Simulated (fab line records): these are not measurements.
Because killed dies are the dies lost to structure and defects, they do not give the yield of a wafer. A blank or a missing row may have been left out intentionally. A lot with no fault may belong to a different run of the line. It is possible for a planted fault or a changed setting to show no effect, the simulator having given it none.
A struck lot beside a sound one || flow gf180mcu || 19 out of 602 route steps
Sound: these wafers, L319.1, L319.2, L319.3. Wafers L327.1, L327.2, L327.6 were the ones struck. The cause comes at the end.
At each step with rows: each side's tool, then ch and its chambers, then its first start. Under that, the readings that differ: sound wafers || struck wafers || difference of the means || sigmas: that difference in standard deviations of wafers without a fault.
alike: a reading whose means differ by less than 2 such deviations, as well as words and numbers matching on both sides. not compared: withheld readings; readings where some wafer has no value; bounds like >300 that might hide an equal value; numbers whose values overlap and for which the record gives no deviation.
Wherever a step has rows on one side only, a row that says differs or no value, or a row with sigmas, the two part there. Non-overlapping numbers with no deviation appear without sigmas and do not part them. A reading missing from all wafers of one side parts the sides only when that side holds two or more wafers.

first, 1 step without rows for these wafers: GF_NSD_IMPLANT_10.
GF_NSD_STRIP_11: strips in O2/N2.
  sound on plasma asher-01 ch 0,1, day 14 06:20; struck on plasma asher-04 ch 0,1, day 17 00:37
  alike: drypump motor current A, heater power w, oes product au, strip time to endpoint s
  not compared: rf hours counter h
GF_NSD_TW_MEAS_12:
  sound on film metro-02, day 14 06:26; struck on film metro-03, day 17 00:43
{"reading": "NSD_TW", "sound": "4246 4257 4253", "struck": "4199 4198 4187", "difference": -57, "sigmas": -2}
then, 7 steps without rows for these wafers: GF_PSD_DEHYDRATE_00 (time 60 s); GF_PSD_HMDS_01 (prime time 60 s); GF_PSD_COAT_02 (resist thk 1000 nm); GF_PSD_SOFTBAKE_03 (time 60 s); GF_PSD_EXPOSE_04 (exposes mask Pplus, target cd 400 nm); GF_PSD_PEB_05; GF_PSD_DEVELOP_06 (develop time 60 s).
GF_PSD_CD_MEAS_07: target cd 400 nm.
  sound on cd sem-01, day 15 07:57; struck on cd sem-02, day 17 23:58
  alike: cd nm
GF_PSD_OVL_MEAS_08:
  sound on overlay-01, day 15 08:04; struck on overlay-02, day 18 00:05
  alike: PSD_OVL
GF_PSD_IMPLANT_09:
  sound on implanter-04 ch 0, day 15 08:06; struck on implanter-04 ch 0, day 18 00:08
{"reading": "implant ion amu", "sound": "49 49 49", "struck": "75 75 75", "difference": "+26", "sigmas": ""}
{"reading": "model.implant.drp nm (nm)", "sound": "15.87 15.87 15.87", "struck": "11.92 11.92 11.92", "difference": -3.95, "sigmas": ""}
{"reading": "model.implant.rp nm (nm)", "sound": "30.42 30.42 30.42", "struck": "26.6 26.6 26.6", "difference": -3.8, "sigmas": ""}
  alike: faraday current uA
GF_PSD_STRIP_10: strips in O2/N2.
  sound on plasma asher-01 ch 0,1, day 15 08:15; struck on plasma asher-02 ch 0,1, day 18 00:17
{"reading": "strip time to endpoint s (s)", "sound": "16.53 16.55 16.57", "struck": "16.67 16.63 16.63", "difference": "+0.09", "sigmas": "+2"}
  alike: drypump motor current A, heater power w, oes product au
  not compared: rf hours counter h
GF_PSD_TW_MEAS_11:
  sound on film metro-03, day 15 08:21; struck on film metro-03, day 18 00:36
{"reading": "PSD_TW", "sound": "3165 3178 3178", "struck": "3667 3661 3661", "difference": "+489", "sigmas": "+16"}
  not compared: hold
GF_PSD_RTA_13: time 20 s.
  sound on rtp anneal-02 ch 0, day 15 08:28; struck on rtp anneal-01 ch 0, day 18 03:23
{"reading": "lamp power pct (%)", "sound": "28.8 28.9 28.8", "struck": "34.5 34.5 34.6", "difference": "+5.7", "sigmas": "+2"}
  alike: wafer_temp_C_max
GF_PSD_RS_MEAS_14: measures by four-point-probe.
  sound on film metro-02, day 15 08:33; struck on film metro-04, day 18 03:31
{"reading": "NSD_RS (ohm/sq)", "sound": "45.91 45.92 45.99", "struck": "46.22 46.30 46.30", "difference": "+0.33", "sigmas": "+4"}
GF_PSD_RS_MEAS_15: measures by four-point-probe.
  sound on film metro-02, day 15 08:40; struck on film metro-04, day 18 04:02
{"reading": "PSD_RS (ohm/sq)", "sound": "107.93 108.01 108.26", "struck": "52.25 52.31 52.35", "difference": -55.76, "sigmas": "-99 or more"}
  not compared: hold
GF_PASSIVATION_PROBE_99:
  rows exist in the record for the sound wafers here (prober-02, day 30 02:41), none for the struck ones

## WHERE THEY PART
At GF_NSD_TW_MEAS_12 first; at GF_PASSIVATION_PROBE_99 last (within this record only).

WHY: what had been put in by the simulator
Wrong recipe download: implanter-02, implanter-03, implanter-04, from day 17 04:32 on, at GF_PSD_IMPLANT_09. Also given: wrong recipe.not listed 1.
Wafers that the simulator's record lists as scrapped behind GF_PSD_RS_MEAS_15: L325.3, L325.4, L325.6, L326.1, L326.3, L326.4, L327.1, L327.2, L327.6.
